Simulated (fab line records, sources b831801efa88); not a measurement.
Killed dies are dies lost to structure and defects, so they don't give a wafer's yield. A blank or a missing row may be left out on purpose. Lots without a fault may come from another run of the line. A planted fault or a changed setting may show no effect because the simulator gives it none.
Problem report in the 8D (eight disciplines) form, filled by code | flow sky130 | the parts of the form that need people (team, actions taken, sign-off) are left out

1. THE PROBLEM
GATE_OXIDE_OXIDATION_00_THK at SKY_GATE_OXIDE_THK_MEAS_02 reads a mean of 2.90 nm on 6 wafers of 2 lots; wafers without a fault read 10.24 nm with a standard deviation of 0.26. That is -28 standard deviations from the usual mean.
First seen on wafer L197.2, day 17 00:35, on film_metro-01. The record holds 36 wafers of 12 lots with a number at this step. Rule for "out", or "out of limits": more than 4 standard deviations from the usual mean. The other wafers with a number count as sound.

2. WHAT IT IS AND WHAT IT IS NOT
question                    | is                          | is not
which readings at this step | GATE_OXIDE_OXIDATION_00_THK | -
which lots                  | L197, L198                  | L186, L187, L188, L189, L199, L200, L201, L202, L206, L207
which wafers of those lots  | all that have a number      | -
read on which gauges        | film_metro-01               | film_metro-02, film_metro-03
when                        | from day 17 00:35           | up to then (12 sound wafers); but 18 sound wafers of L199, L200, L201, L202, L206, L207 came after

3. SUSPECTS, AND WHAT RULES EACH OUT
Counting: a tool at a process step up to the reading stays a suspect if it ran every lot that is out and no sound lot after the first of them.
- the gauge at SKY_GATE_OXIDE_THK_MEAS_02: ruled out. All the wafers that are out were read on film_metro-01, but those of them that SKY_GATE_OXIDE_OXIDATION_01 has rows for are out there too, on other tools.
- furnace-01 at SKY_GATE_OXIDE_OXIDATION_01 (stabilise 600 s, purge 300 s, target thk 10.268 nm): ruled out as a lasting fault. Sound lots L207 ran on it after its first lot that is out, L197 (day 16 23:10).
Left after counting: nothing in the record.

4. THE CAUSE (what the simulator had put in)
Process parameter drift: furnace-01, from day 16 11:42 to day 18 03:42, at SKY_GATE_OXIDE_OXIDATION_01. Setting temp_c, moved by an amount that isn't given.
Counting ruled it out, wrongly: the rule takes a fault to strike every lot that its tool runs from its start on, and this one did not.

5. THE CHAIN OF EFFECTS, in route order
Each row: a reading whose mean over the struck wafers that have a number lies more than 3 standard deviations from the usual. Only readings for which the record gives a usual standard deviation are gone through. hours: the time from each lot's start at the first step in this table that gives one to its start at this step, as a median over the lots. sigmas: the change in usual standard deviations.
hours | step                        | reading                     | usual    | on struck wafers | change  | sigmas
0     | SKY_GATE_OXIDE_OXIDATION_01 | spike_tc_bottom_C           | 918.2 C  | 820.5            | -97.7   | -44
0     | SKY_GATE_OXIDE_OXIDATION_01 | spike_tc_centre_C           | 900.8 C  | 799.5            | -101.3  | -99 or more
0     | SKY_GATE_OXIDE_OXIDATION_01 | spike_tc_lower_C            | 902.1 C  | 801.1            | -101.0  | -99 or more
0     | SKY_GATE_OXIDE_OXIDATION_01 | spike_tc_top_C              | 914.6 C  | 812.3            | -102.3  | -43
0     | SKY_GATE_OXIDE_OXIDATION_01 | spike_tc_upper_C            | 901.0 C  | 801.0            | -100.0  | -91
0     | SKY_GATE_OXIDE_OXIDATION_01 | tube_center_temp_C          | 900.01 C | 799.21           | -100.80 | -99 or more
0     | SKY_GATE_OXIDE_OXIDATION_01 | tube_center_temp_C_max      | 902.3    | 801.6            | -100.7  | -99 or more
0     | SKY_GATE_OXIDE_OXIDATION_01 | zone_power_centre_pct       | 21.7 %   | 14.7             | -7.0    | -3.5
0     | SKY_GATE_OXIDE_OXIDATION_01 | zone_power_lower_pct        | 21.5 %   | 15.4             | -6.1    | -5.6
0     | SKY_GATE_OXIDE_OXIDATION_01 | zone_power_top_pct          | 32.7 %   | 26.2             | -6.5    | -7.7
0     | SKY_GATE_OXIDE_OXIDATION_01 | zone_power_upper_pct        | 22.0 %   | 14.8             | -7.2    | -3.8
1     | SKY_GATE_OXIDE_THK_MEAS_02  | GATE_OXIDE_OXIDATION_00_THK | 10.24 nm | 2.90             | -7.34   | -28
The process steps in it:
- SKY_GATE_OXIDE_OXIDATION_01: stabilise 600 s, purge 300 s, target thk 10.268 nm.
Later measuring or inspecting steps at which every struck wafer that the step has a row for has a number for every such reading, and none has moved that far: SKY_LDD_HVP_OVL_MEAS_07, SKY_SD_N_RS_MEAS_18, SKY_LI_CONTACT_OVL_MEAS_13.

6. WHAT WOULD HAVE CAUGHT IT SOONER
In this record the first reading out of limits at a measuring or inspecting step was taken at day 17 00:35, 13 hours after the fault began at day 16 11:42.
The tool's own readings at SKY_GATE_OXIDE_OXIDATION_01 were out on every struck wafer that the step has a row for (spike_tc_bottom_C, spike_tc_centre_C, spike_tc_lower_C, spike_tc_top_C, spike_tc_upper_C, tube_center_temp_C, tube_center_temp_C_max, zone_power_lower_pct, zone_power_top_pct): an alarm limit on them would have fired on the first of those.
